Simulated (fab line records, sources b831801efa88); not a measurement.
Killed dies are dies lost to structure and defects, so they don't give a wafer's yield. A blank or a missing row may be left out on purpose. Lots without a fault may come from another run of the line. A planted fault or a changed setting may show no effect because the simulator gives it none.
Which tool did it? | flow sfq_line | 14 lots, 42 wafers sampled, at 5 steps of a route of 325

WHAT THE GAUGES READ, wafer by wafer
SFQ_M8_BOW_MEAS_951.
lot  | measured     | on            | M8_BOW (um)
L554 | day 81 12:22 | film_metro-02 | 13 8 11
L555 | day 83 16:52 | film_metro-02 | 0 10 -3
L556 | day 84 04:03 | film_metro-04 | 12 17 12
L557 | day 84 15:53 | film_metro-03 | 6 -1 5
L559 | day 85 00:14 | film_metro-04 | 5 17 6
L560 | day 85 03:50 | film_metro-03 | 13 4 7
L561 | day 85 07:28 | film_metro-02 | 7 6 0
L562 | day 85 09:50 | film_metro-04 | 18 -4 -2
L563 | day 85 12:14 | film_metro-02 | -1 2 4
L564 | day 85 14:40 | film_metro-02 | 30 17 19
L571 | day 86 17:14 | film_metro-04 | 31 10 13
L573 | day 86 23:02 | film_metro-04 | -7 2 10
L575 | day 87 06:16 | film_metro-03 | -9 9 8
L576 | day 87 12:15 | film_metro-04 | 7 2 10

WHICH TOOL RAN EACH LOT (tool, then ch and the chambers of the sampled wafers, then the start)
lot  | SFQ_TRILAYER_I2_VIA_STRIP_STRIP_071 | SFQ_TRILAYER_I4_DEP_PECVD_099   | SFQ_TRILAYER_I4_VIA_LITHO_COAT_108 | SFQ_TRILAYER_I4_VIA_BARC_OPEN_VIA_ETCH_146
L554 | rie_metal-04 ch 0,1, day 30 17:25   | pecvd-04 ch 0,1,2, day 36 20:38 | litho_track-02 ch 0, day 37 01:32  | rie_diel-03 ch 0,1,3, day 42 23:52
L555 | rie_metal-04 ch 0,1, day 33 10:22   | pecvd-03 ch 0,2, day 39 21:11   | litho_track-04 ch 0, day 40 09:23  | rie_diel-03 ch 1,2, day 46 06:02
L556 | rie_metal-02 ch 0,1, day 33 13:58   | pecvd-04 ch 0,2, day 40 13:00   | litho_track-03 ch 0, day 40 17:24  | rie_diel-03 ch 0,1,2, day 46 14:26
L557 | rie_metal-04 ch 0,1, day 33 15:22   | pecvd-03 ch 0,1, day 40 14:12   | litho_track-04 ch 0, day 40 20:33  | rie_diel-02 ch 0,3, day 46 18:02
L559 | rie_metal-02 ch 0, day 39 04:13     | pecvd-01 ch 0,1, day 45 17:52   | litho_track-04 ch 0, day 46 00:46  | rie_diel-02 ch 1,3, day 50 13:32
L560 | rie_metal-02 ch 0,1, day 39 12:45   | pecvd-03 ch 0,1, day 45 22:34   | litho_track-04 ch 0, day 46 05:34  | rie_diel-01 ch 0,1, day 51 18:20
L561 | rie_metal-01 ch 0,1, day 40 03:22   | pecvd-04 ch 1,2, day 46 19:37   | litho_track-02 ch 0, day 47 00:49  | rie_diel-03 ch 0,2,3, day 52 12:20
L562 | rie_metal-01 ch 0,1, day 40 10:42   | pecvd-04 ch 1,2, day 47 02:09   | litho_track-02 ch 0, day 47 06:34  | rie_diel-02 ch 0,1,3, day 52 19:32
L563 | rie_metal-02 ch 0,1, day 41 04:42   | pecvd-04 ch 1,2, day 47 20:52   | litho_track-04 ch 0, day 48 02:28  | rie_diel-01 ch 0,2,3, day 53 13:32
L564 | rie_metal-02 ch 0,1, day 41 13:06   | pecvd-04 ch 1,2, day 48 02:14   | litho_track-04 ch 0, day 48 07:24  | rie_diel-01 ch 1,2, day 53 20:44
L571 | rie_metal-01 ch 0,1, day 43 22:59   | pecvd-04 ch 0,2, day 51 12:23   | litho_track-02 ch 0, day 51 20:56  | rie_diel-01 ch 2,3, day 57 16:59
L573 | rie_metal-01 ch 0, day 44 14:35     | pecvd-03 ch 0,1, day 51 15:18   | litho_track-02 ch 0, day 52 00:53  | rie_diel-03 ch 0,1,2, day 57 22:59
L575 | rie_metal-02 ch 0, day 45 12:11     | pecvd-03 ch 1,2, day 52 03:04   | litho_track-04 ch 0, day 52 09:56  | rie_diel-01 ch 0,2,3, day 58 12:06
L576 | rie_metal-02 ch 0,1, day 45 19:23   | pecvd-04 ch 0,1,2, day 52 06:00 | litho_track-03 ch 0, day 52 11:56  | rie_diel-02 ch 0,2, day 58 13:18
- SFQ_TRILAYER_I2_VIA_STRIP_STRIP_071: strips in O2.
- SFQ_TRILAYER_I4_DEP_PECVD_099: deposits SiO2 from SiH4/N2O, time 111.11 s, target thk 500 nm.
- SFQ_TRILAYER_I4_VIA_LITHO_COAT_108: resist thk 62 nm.
- SFQ_TRILAYER_I4_VIA_BARC_OPEN_VIA_ETCH_146: etches BARC in O2, target depth 125 nm, time 41.7 s.

WHAT THE TOOLS THEMSELVES READ (means of the sampled wafers that have a number; where no wafer has one, the mark that the record gives instead)
SFQ_TRILAYER_I2_VIA_STRIP_STRIP_071.
lot  | tool         | drypump_motor_current_A (A) | oes_product_au (a.u.)
L554 | rie_metal-04 | 5.62                        | 0.997
L555 | rie_metal-04 | 5.60                        | 1.000
L556 | rie_metal-02 | 5.64                        | 1.007
L557 | rie_metal-04 | 5.61                        | 1.005
L559 | rie_metal-02 | 5.58                        | 1.003
L560 | rie_metal-02 | 5.75                        | 1.017
L561 | rie_metal-01 | 5.47                        | 0.999
L562 | rie_metal-01 | 5.46                        | 1.005
L563 | rie_metal-02 | 5.71                        | 1.009
L564 | rie_metal-02 | 5.65                        | 1.010
L571 | rie_metal-01 | 5.45                        | 0.996
L573 | rie_metal-01 | 5.20                        | 1.007
L575 | rie_metal-02 | 5.57                        | 1.003
L576 | rie_metal-02 | 5.69                        | 1.007

SFQ_TRILAYER_I4_DEP_PECVD_099.
lot  | tool     | heater_power_w (W) | throttle_valve_pct (%)
L554 | pecvd-04 | 92                 | 23.2
L555 | pecvd-03 | 101                | 23.9
L556 | pecvd-04 | 94                 | 23.4
L557 | pecvd-03 | 69                 | 25.1
L559 | pecvd-01 | 87                 | 22.6
L560 | pecvd-03 | 70                 | 25.4
L561 | pecvd-04 | 86                 | 23.8
L562 | pecvd-04 | 87                 | 24.5
L563 | pecvd-04 | 85                 | 24.0
L564 | pecvd-04 | 82                 | 24.5
L571 | pecvd-04 | 96                 | 23.9
L573 | pecvd-03 | 70                 | 26.0
L575 | pecvd-03 | 85                 | 26.6
L576 | pecvd-04 | 91                 | 24.0

SFQ_TRILAYER_I4_VIA_LITHO_COAT_108.
lot  | tool           | chill_plate_temp_C (C)
L554 | litho_track-02 | 23.14
L555 | litho_track-04 | 23.00
L556 | litho_track-03 | 22.93
L557 | litho_track-04 | 23.00
L559 | litho_track-04 | 23.06
L560 | litho_track-04 | 23.09
L561 | litho_track-02 | 23.06
L562 | litho_track-02 | 22.87
L563 | litho_track-04 | 22.88
L564 | litho_track-04 | 22.88
L571 | litho_track-02 | 23.00
L573 | litho_track-02 | 23.07
L575 | litho_track-04 | 23.02
L576 | litho_track-03 | 23.03

SFQ_TRILAYER_I4_VIA_BARC_OPEN_VIA_ETCH_146.
lot  | tool        | drypump_motor_current_A (A) | oes_product_au (a.u.)
L554 | rie_diel-03 | 6.3                         | 0.680
L555 | rie_diel-03 | 6.7                         | 0.688
L556 | rie_diel-03 | 6.5                         | 0.685
L557 | rie_diel-02 | 5.9                         | 0.687
L559 | rie_diel-02 | 5.4                         | 0.689
L560 | rie_diel-01 | 5.1                         | 0.684
L561 | rie_diel-03 | 6.1                         | 0.683
L562 | rie_diel-02 | 5.5                         | 0.682
L563 | rie_diel-01 | 5.8                         | 0.687
L564 | rie_diel-01 | 5.3                         | 0.690
L571 | rie_diel-01 | 5.9                         | 0.670
L573 | rie_diel-03 | 6.5                         | 0.676
L575 | rie_diel-01 | 5.8                         | 0.684
L576 | rie_diel-02 | 6.1                         | 0.682

THE ANSWER, worked out from the rows above alone
Rule: what is usual is taken from the lots themselves. Put in order of their means at a reading, lots are off if they are a third of the lots or fewer, leave a main group of 4 or more, and stand apart from it by a gap of 3 or more times the standard deviation of the main group's means; of several such gaps the widest counts. A main group whose means are all the same, to the digits that the tables above print for the reading, isn't used. A lot without any number at a reading at which 4 lots or more have one is off too. The other lots that the step has rows for count as sound. The gauges are gone through in route order, then the tools' own readings, and for those a lot's mean is taken as printed above. The first step at which some lot is off is used, and at that step the reading that is off furthest; a lot without a number counts as furthest.
No lot is off at any reading shown: from this, nothing can be told.

WHAT THE SIMULATOR HAD PUT IN
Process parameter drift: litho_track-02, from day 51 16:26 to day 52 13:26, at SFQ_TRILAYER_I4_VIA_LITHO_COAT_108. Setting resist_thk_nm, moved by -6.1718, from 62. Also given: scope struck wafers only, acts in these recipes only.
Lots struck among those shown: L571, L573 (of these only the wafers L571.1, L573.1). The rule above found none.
